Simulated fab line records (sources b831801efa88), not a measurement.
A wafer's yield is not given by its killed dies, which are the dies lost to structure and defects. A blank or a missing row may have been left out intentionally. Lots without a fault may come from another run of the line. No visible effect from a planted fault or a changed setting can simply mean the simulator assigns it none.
Which of the tools did it? ; flow sky130 ; 11 lots with 33 wafers sampled at 5 steps, on a route of 708 steps

WHAT THE GAUGES READ, wafer by wafer
SKY_CAPM_THK_MEAS_01. Usual: for CAPM_CVD_00_THK the level is 15.54 nm and the standard deviation is 0.22.
lot;measured;on;CAPM_CVD_00_THK (nm);flag
L272;day 37 06:15;filmMetro-04;14.93 15.23 15.34;
L274;day 37 13:08;filmMetro-02;15.37 15.68 15.81;
L275;day 38 01:39;filmMetro-02;15.26 15.28 15.48;
L280;day 39 23:23;filmMetro-02;30.84 31.92 31.07;OFF
L281;day 40 00:34;filmMetro-04;30.93 31.09 31.57;OFF
L282;day 40 07:11;filmMetro-02;30.51 31.15 31.25;OFF
L286;day 41 05:18;filmMetro-02;15.32 15.75 15.69;
L287;day 41 11:38;filmMetro-02;15.27 15.16 15.35;
L290;day 42 11:48;filmMetro-04;15.50 15.42 15.77;
L292;day 42 17:33;filmMetro-02;15.51 15.42 15.90;
L293;day 43 18:12;filmMetro-04;15.81 15.55 15.79;

EACH LOT AND THE TOOL THAT RAN IT (in order: tool; ch and the chambers of the sampled wafers; start)
lot;SKY_METAL2_ETCH_18;SKY_VIA2_CMP_24;SKY_METAL3_SPUTTER_02;SKY_CAPM_CVD_00
L272;rieMetal-02 ch 0,1, day 36 00:46;cmp-02 ch 0,3, day 37 05:46;pvdSputter-01, day 37 06:07;pecvd-03 ch 0,1, day 37 06:13
L274;rieMetal-04 ch 0,1, day 36 08:26;cmp-01 ch 0,2,3, day 37 12:39;pvdSputter-03, day 37 13:00;pecvd-02 ch 0,1,2, day 37 13:06
L275;rieMetal-02 ch 1, day 36 21:04;cmp-02 ch 2,3, day 38 01:10;pvdSputter-03, day 38 01:31;pecvd-02 ch 0,1, day 38 01:37
L280;rieMetal-04 ch 0,1, day 38 19:28;cmp-02 ch 2,3, day 39 22:43;pvdSputter-02, day 39 23:04;pecvd-02 ch 0,2, day 39 23:00
L281;rieMetal-02 ch 0,1, day 38 20:56;cmp-01 ch 1,2,3, day 39 23:54;pvdSputter-02, day 40 00:15;pecvd-04 ch 0,2, day 40 00:00
L282;rieMetal-04 ch 0,1, day 39 02:54;cmp-01 ch 0,1,2, day 40 06:36;pvdSputter-01, day 40 06:51;pecvd-02 ch 0,1, day 40 06:57
L286;rieMetal-03 ch 0,1, day 40 01:58;cmp-01 ch 1,2, day 41 04:49;pvdSputter-03, day 41 05:10;pecvd-03 ch 0,1, day 41 05:16
L287;rieMetal-04 ch 0,1, day 40 08:32;cmp-01 ch 0,3, day 41 11:10;pvdSputter-02, day 41 11:31;pecvd-03 ch 0,1, day 41 11:37
L290;rieMetal-04 ch 0,1, day 41 09:05;cmp-02 ch 1,2, day 42 11:20;pvdSputter-02, day 42 11:41;pecvd-04 ch 0,1,2, day 42 11:47
L292;rieMetal-02 ch 0,1, day 41 14:25;cmp-01 ch 1,2,3, day 42 17:05;pvdSputter-02, day 42 17:26;pecvd-03 ch 1,2, day 42 17:32
L293;rieMetal-04 ch 0,1, day 42 15:45;cmp-01 ch 0,1,2, day 43 17:47;pvdSputter-01, day 43 18:02;pecvd-04 ch 0,1,2, day 43 18:10
- SKY_METAL2_ETCH_18: etches BARC in N2/H2, stops on SiO2, time 45.9 s, target depth 60 nm.
- SKY_VIA2_CMP_24: polishes, stops on SiO2, t overpolish 20 s, target thk 0 nm.
- SKY_METAL3_SPUTTER_02: material AlCu, target thk 735 nm, time 39.1 s.
- SKY_CAPM_CVD_00: deposits SiO2, target thk 15.5 nm.

AS READ BY THE TOOLS THEMSELVES (means over the sampled wafers that have a number; for cases with no such wafer, the mark the record gives instead)
SKY_METAL2_ETCH_18. Usual: drypumpMotorCurrentA 5.6 A, standard deviation 0.49; h2FlowSccm 200.0 sccm, standard deviation 0.59; oesProductAu 0.854 a.u., standard deviation 0.005; throttleValvePct 13.225 %, standard deviation 0.0093.
lot;tool;drypumpMotorCurrentA (A);h2FlowSccm (sccm);oesProductAu (a.u.);throttleValvePct (%);flag
L272;rieMetal-02;5.5;200.3;0.858;13.231;
L274;rieMetal-04;5.3;200.4;0.849;13.220;
L275;rieMetal-02;5.0;199.9;0.850;13.229;
L280;rieMetal-04;5.3;200.1;0.853;13.228;
L281;rieMetal-02;5.5;200.2;0.848;13.213;
L282;rieMetal-04;5.3;199.3;0.851;13.222;
L286;rieMetal-03;5.8;200.3;0.854;13.230;
L287;rieMetal-04;5.3;200.3;0.853;13.209;
L290;rieMetal-04;5.3;200.3;0.851;13.223;
L292;rieMetal-02;5.5;199.5;0.862;13.217;
L293;rieMetal-04;5.3;200.2;0.855;13.218;

SKY_VIA2_CMP_24. Usual: motorCurrentA 11.4 A, standard deviation 1.4; overpolishRunS 20.000 s, standard deviation 0.009; timeToEndpointS 101 s, standard deviation 4.8.
lot;tool;motorCurrentA (A);overpolishRunS (s);timeToEndpointS (s);flag
L272;cmp-02;10.2;20.006;104;
L274;cmp-01;12.7;20.015;94;
L275;cmp-02;9.5;19.999;101;
L280;cmp-02;9.5;20.008;102;
L281;cmp-01;11.6;20.004;99;
L282;cmp-01;12.4;19.991;96;
L286;cmp-01;11.7;20.000;98;
L287;cmp-01;12.3;20.001;100;
L290;cmp-02;10.2;20.004;102;
L292;cmp-01;12.0;20.004;102;
L293;cmp-01;12.8;20.011;103;

SKY_METAL3_SPUTTER_02. Usual: chamberPressurePa 0.4001 Pa, standard deviation 0.00079; throttleValvePct 29.7 %, standard deviation 0.9.
lot;tool;chamberPressurePa (Pa);throttleValvePct (%);flag
L272;pvdSputter-01;0.3999;29.7;
L274;pvdSputter-03;0.4001;29.3;
L275;pvdSputter-03;0.4000;29.2;
L280;pvdSputter-02;0.4004;29.9;
L281;pvdSputter-02;0.4002;30.0;
L282;pvdSputter-01;0.4002;29.7;
L286;pvdSputter-03;0.4002;29.3;
L287;pvdSputter-02;0.4003;29.2;
L290;pvdSputter-02;0.4006;30.2;
L292;pvdSputter-02;0.4005;31.1;
L293;pvdSputter-01;0.3999;30.3;

SKY_CAPM_CVD_00. Usual: heaterPowerW 737 W, standard deviation 71; susceptorTempC 399.99 C, standard deviation 0.23.
lot;tool;heaterPowerW (W);susceptorTempC (C);flag
L272;pecvd-03;739;399.92;
L274;pecvd-02;759;399.85;
L275;pecvd-02;716;399.97;
L280;pecvd-02;744;400.02;
L281;pecvd-04;730;399.83;
L282;pecvd-02;774;399.97;
L286;pecvd-03;732;399.98;
L287;pecvd-03;723;400.23;
L290;pecvd-04;684;400.09;
L292;pecvd-03;766;399.95;
L293;pecvd-04;689;400.19;

THE ANSWER, worked out from the rows above alone
Rule: lot off if the mean of its wafers having a number is beyond 3 standard deviations from the usual mean. Also off: a lot with no number at a reading for which 4 or more lots have one. Where the step has rows for the other lots, those lots are counted as sound. After the gauges, taken in route order, come the tools' own readings; for these a lot's mean is taken, as printed above. At the first step where some lot is off, the reading lying furthest off is the one used; lots without a number count as furthest.
Off: at SKY_CAPM_THK_MEAS_01 (CAPM_CVD_00_THK), L280, L281, L282.
A tool fits if, at a process step before that reading, it ran every lot that is off, and no sound lot after the first of them. Those tools and the gauges at SKY_CAPM_THK_MEAS_01 are tried in the same way. None of those tried fits.

WHAT WAS PUT IN BY THE SIMULATOR
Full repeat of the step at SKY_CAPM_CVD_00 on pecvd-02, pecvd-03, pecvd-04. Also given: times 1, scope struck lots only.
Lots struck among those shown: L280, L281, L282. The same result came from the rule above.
